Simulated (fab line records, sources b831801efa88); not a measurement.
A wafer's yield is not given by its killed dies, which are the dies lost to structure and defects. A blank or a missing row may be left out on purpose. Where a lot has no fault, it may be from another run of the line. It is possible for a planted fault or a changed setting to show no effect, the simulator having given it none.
Which of the tools did it? + flow gf180mcu + Sampling: 24 lots, 72 wafers, 5 of 602 route steps

== WHAT THE GAUGES READ, wafer by wafer ==
GF_DUAL_GATE_THK_MEAS_03. Usual: DUAL_GATE_OXIDATION_00_THK gives 10.85 nm (standard deviation 0.22).
| lot  | measured     | on           | DUAL_GATE_OXIDATION_00_THK (nm) | flag |
|------|--------------|--------------|---------------------------------|------|
| L074 | day 7 16:34  | filmMetro-03 | 10.91 10.82 10.98               |      |
| L075 | day 7 22:55  | filmMetro-02 | 11.24 11.11 11.33               |      |
| L076 | day 8 02:11  | filmMetro-02 | 11.08 11.19 11.25               |      |
| L077 | day 8 08:19  | filmMetro-04 | 11.03 10.85 10.84               |      |
| L078 | day 8 15:25  | filmMetro-02 | 11.23 11.20 11.12               |      |
| L079 | day 8 23:17  | filmMetro-02 | 10.77 10.72 10.91               |      |
| L080 | day 9 05:59  | filmMetro-04 | 10.92 10.99 10.82               |      |
| L081 | day 9 12:59  | filmMetro-04 | 10.70 10.91 10.92               |      |
| L082 | day 9 21:50  | filmMetro-02 | 10.86 10.91 11.30               |      |
| L083 | day 10 09:07 | filmMetro-02 | 10.67 10.84 10.91               |      |
| L084 | day 10 18:32 | filmMetro-04 | 10.99 11.22 11.14               |      |
| L085 | day 10 22:37 | filmMetro-02 | 11.00 10.62 10.82               |      |
| L086 | day 11 00:13 | filmMetro-02 | 10.65 10.83 10.56               |      |
| L087 | day 11 09:17 | filmMetro-03 | 10.66 10.61 10.65               |      |
| L088 | day 11 15:58 | filmMetro-03 | 10.51 10.61 10.64               |      |
| L089 | day 11 22:58 | filmMetro-02 | 10.75 10.77 10.51               |      |
| L091 | day 12 11:56 | filmMetro-03 | 10.71 10.79 10.81               |      |
| L090 | day 12 12:15 | filmMetro-04 | 10.91 11.06 10.94               |      |
| L092 | day 12 16:25 | filmMetro-02 | 10.71 10.66 10.54               |      |
| L093 | day 12 22:37 | filmMetro-04 | 10.73 10.78 10.49               |      |
| L094 | day 13 07:36 | filmMetro-03 | 10.63 10.57 10.66               |      |
| L095 | day 13 16:05 | filmMetro-03 | 10.80 10.94 10.81               |      |
| L096 | day 13 22:04 | filmMetro-02 | 11.09 11.14 11.04               |      |
| L097 | day 14 07:27 | filmMetro-04 | 10.74 10.78 10.74               |      |

GF_V1_RS_MEAS_24: uses a four-point probe to measure. Usual: V1_W_RS gives 0.324 ohm/sq (standard deviation 0.0035).
| lot  | measured     | on           | V1_W_RS (ohm/sq)  | flag |
|------|--------------|--------------|-------------------|------|
| L074 | day 18 04:38 | filmMetro-04 | 0.327 0.330 0.329 |      |
| L075 | day 18 13:20 | filmMetro-02 | 0.328 0.325 0.325 |      |
| L076 | day 18 18:20 | filmMetro-04 | 0.319 0.326 0.321 |      |
| L077 | day 19 00:17 | filmMetro-04 | 0.321 0.326 0.327 |      |
| L078 | day 19 15:43 | filmMetro-03 | 0.330 0.326 0.326 |      |
| L079 | day 20 00:07 | filmMetro-04 | 0.325 0.328 0.324 |      |
| L080 | day 20 08:40 | filmMetro-03 | 0.323 0.320 0.318 |      |
| L081 | day 20 13:10 | filmMetro-02 | 0.324 0.327 0.328 |      |
| L082 | day 21 04:19 | filmMetro-04 | 0.322 0.323 0.326 |      |
| L083 | day 21 21:37 | filmMetro-04 | 0.322 0.325 0.321 |      |
| L084 | day 22 08:26 | filmMetro-03 | 0.324 0.323 0.324 |      |
| L085 | day 22 10:40 | filmMetro-04 | 0.324 0.320 0.319 |      |
| L086 | day 22 15:23 | filmMetro-02 | 0.318 0.315 0.325 |      |
| L087 | day 23 02:55 | filmMetro-04 | 0.324 0.321 0.321 |      |
| L088 | day 23 12:46 | filmMetro-04 | 0.322 0.325 0.326 |      |
| L089 | day 23 21:53 | filmMetro-02 | 0.326 0.319 0.320 |      |
| L091 | day 24 08:02 | filmMetro-02 | 0.326 0.322 0.325 |      |
| L090 | day 24 10:14 | filmMetro-02 | 0.322 0.328 0.321 |      |
| L092 | day 24 17:02 | filmMetro-04 | 0.325 0.322 0.323 |      |
| L093 | day 25 02:11 | filmMetro-02 | 0.321 0.317 0.317 |      |
| L094 | day 25 11:35 | filmMetro-04 | 0.325 0.326 0.321 |      |
| L095 | day 25 19:25 | filmMetro-04 | 0.328 0.322 0.324 |      |
| L096 | day 26 03:10 | filmMetro-02 | 0.324 0.327 0.327 |      |
| L097 | day 26 10:53 | filmMetro-02 | 0.327 0.325 0.328 |      |

GF_V1_THK_MEAS_25: measures by xrf. Usual: V1_W_THK gives 352 nm (standard deviation 6.9).
| lot  | measured     | on           | V1_W_THK (nm) | flag |
|------|--------------|--------------|---------------|------|
| L074 | day 18 04:46 | filmMetro-04 | 345 343 344   |      |
| L075 | day 18 13:27 | filmMetro-02 | 349 351 354   |      |
| L076 | day 18 18:28 | filmMetro-04 | 353 347 351   |      |
| L077 | day 19 00:24 | filmMetro-04 | 353 345 346   |      |
| L078 | day 19 15:50 | filmMetro-03 | 336 338 336   |      |
| L079 | day 20 00:13 | filmMetro-04 | 349 347 349   |      |
| L080 | day 20 08:45 | filmMetro-03 | 342 348 349   |      |
| L081 | day 20 13:15 | filmMetro-02 | 357 355 351   |      |
| L082 | day 21 04:26 | filmMetro-04 | 350 349 347   |      |
| L083 | day 21 21:43 | filmMetro-04 | 352 350 354   |      |
| L084 | day 22 08:33 | filmMetro-03 | 344 346 342   |      |
| L085 | day 22 10:47 | filmMetro-04 | 350 356 355   |      |
| L086 | day 22 15:31 | filmMetro-02 | 363 368 356   |      |
| L087 | day 23 03:01 | filmMetro-04 | 350 356 356   |      |
| L088 | day 23 12:53 | filmMetro-04 | 357 352 349   |      |
| L089 | day 23 22:00 | filmMetro-02 | 358 368 365   |      |
| L091 | day 24 08:08 | filmMetro-02 | 354 361 355   |      |
| L090 | day 24 10:19 | filmMetro-02 | 360 353 363   |      |
| L092 | day 24 17:09 | filmMetro-04 | 351 355 353   |      |
| L093 | day 25 02:18 | filmMetro-02 | 358 365 366   |      |
| L094 | day 25 11:42 | filmMetro-04 | 347 349 353   |      |
| L095 | day 25 19:32 | filmMetro-04 | 345 352 350   |      |
| L096 | day 26 03:16 | filmMetro-02 | 356 355 354   |      |
| L097 | day 26 11:00 | filmMetro-02 | 357 355 354   |      |

GF_M2_OVL_MEAS_15. Usual: M2_OVL gives 1 nm (standard deviation 5.8).
| lot  | measured     | on         | M2_OVL (nm) | flag |
|------|--------------|------------|-------------|------|
| L074 | day 19 05:08 | overlay-01 | -3 8 -2     |      |
| L075 | day 19 14:22 | overlay-02 | -2 -2 -9    |      |
| L076 | day 19 19:16 | overlay-01 | -15 1 0     |      |
| L077 | day 20 01:04 | overlay-01 | -5 -4 -1    |      |
| L078 | day 20 16:44 | overlay-01 | 1 2 -4      |      |
| L079 | day 21 01:07 | overlay-02 | -4 4 -2     |      |
| L080 | day 21 08:41 | overlay-01 | 0 6 3       |      |
| L081 | day 21 14:38 | overlay-02 | -8 7 -8     |      |
| L082 | day 22 05:22 | overlay-01 | 2 1 10      |      |
| L083 | day 22 21:50 | overlay-01 | 2 16 6      |      |
| L084 | day 23 08:14 | overlay-01 | 0 12 5      |      |
| L085 | day 23 10:49 | overlay-02 | 0 0 3       |      |
| L086 | day 23 14:37 | overlay-02 | -4 -1 -8    |      |
| L087 | day 24 02:13 | overlay-02 | 12 7 9      |      |
| L088 | day 24 12:19 | overlay-01 | 4 -1 12     |      |
| L089 | day 24 20:38 | overlay-02 | -11 2 -2    |      |
| L091 | day 25 04:26 | overlay-02 | 1 0 -4      |      |
| L090 | day 25 08:35 | overlay-01 | 2 3 -2      |      |
| L092 | day 25 12:56 | overlay-01 | 9 8 7       |      |
| L093 | day 25 23:46 | overlay-02 | 0 -6 2      |      |
| L094 | day 26 08:50 | overlay-02 | 1 2 -4      |      |
| L095 | day 26 16:17 | overlay-01 | 0 -4 1      |      |
| L096 | day 26 23:50 | overlay-01 | 7 1 8       |      |
| L097 | day 27 07:49 | overlay-02 | -7 -12 -1   |      |

== WHICH TOOL RAN EACH LOT (tool, then ch and the chambers of the sampled wafers, then the start) ==
| lot  | GF_M1_SPUTTER_00            |
|------|-----------------------------|
| L074 | pvdSputter-01, day 16 04:21 |
| L075 | pvdSputter-02, day 16 12:39 |
| L076 | pvdSputter-03, day 16 18:00 |
| L077 | pvdSputter-03, day 16 22:48 |
| L078 | pvdSputter-01, day 17 13:36 |
| L079 | pvdSputter-03, day 17 21:33 |
| L080 | pvdSputter-01, day 18 06:38 |
| L081 | pvdSputter-02, day 18 09:53 |
| L082 | pvdSputter-03, day 19 01:22 |
| L083 | pvdSputter-01, day 19 19:28 |
| L084 | pvdSputter-03, day 20 07:15 |
| L085 | pvdSputter-02, day 20 08:50 |
| L086 | pvdSputter-03, day 20 13:46 |
| L087 | pvdSputter-01, day 21 01:00 |
| L088 | pvdSputter-01, day 21 10:44 |
| L089 | pvdSputter-03, day 21 20:46 |
| L091 | pvdSputter-01, day 22 07:16 |
| L090 | pvdSputter-02, day 22 10:23 |
| L092 | pvdSputter-02, day 22 17:15 |
| L093 | pvdSputter-01, day 23 04:02 |
| L094 | pvdSputter-01, day 23 14:36 |
| L095 | pvdSputter-03, day 23 22:07 |
| L096 | pvdSputter-03, day 24 07:49 |
| L097 | pvdSputter-02, day 24 16:04 |
- GF_M1_SPUTTER_00: material Ti, target thk 37.5 nm, time 150 s.

== AS READ BY THE TOOLS THEMSELVES (means over the sampled wafers that have a number; for cases with no such wafer, the mark the record gives instead) ==
GF_M1_SPUTTER_00. Usual: throttleValvePct 29.8 %, standard deviation 1.1.
| lot  | tool          | throttleValvePct (%) | flag |
|------|---------------|----------------------|------|
| L074 | pvdSputter-01 | 30.3                 |      |
| L075 | pvdSputter-02 | 29.6                 |      |
| L076 | pvdSputter-03 | 28.9                 |      |
| L077 | pvdSputter-03 | 28.9                 |      |
| L078 | pvdSputter-01 | 30.9                 |      |
| L079 | pvdSputter-03 | 29.9                 |      |
| L080 | pvdSputter-01 | 30.5                 |      |
| L081 | pvdSputter-02 | 28.7                 |      |
| L082 | pvdSputter-03 | 29.4                 |      |
| L083 | pvdSputter-01 | 30.4                 |      |
| L084 | pvdSputter-03 | 29.1                 |      |
| L085 | pvdSputter-02 | 29.3                 |      |
| L086 | pvdSputter-03 | 29.6                 |      |
| L087 | pvdSputter-01 | 30.8                 |      |
| L088 | pvdSputter-01 | 30.2                 |      |
| L089 | pvdSputter-03 | 28.9                 |      |
| L091 | pvdSputter-01 | 30.3                 |      |
| L090 | pvdSputter-02 | 30.6                 |      |
| L092 | pvdSputter-02 | 29.6                 |      |
| L093 | pvdSputter-01 | 30.4                 |      |
| L094 | pvdSputter-01 | 30.3                 |      |
| L095 | pvdSputter-03 | 29.8                 |      |
| L096 | pvdSputter-03 | 28.7                 |      |
| L097 | pvdSputter-02 | 29.6                 |      |

== THE ANSWER, worked out from the rows above alone ==
Rule: lot off if the mean of its wafers having a number is beyond 3 standard deviations from the usual mean. A lot without any number at a reading at which 4 lots or more have one is off too. Any other lot the step has rows for is counted as sound. Order of review: gauges by route order, followed by the tools' own readings, for which a lot's mean as printed above is used. The first step at which some lot is off is used, and at that step the reading that is off furthest; a lot without a number counts as furthest.
None of the lots is off at any reading shown; this tells nothing.

== WHAT THE SIMULATOR HAD INSERTED ==
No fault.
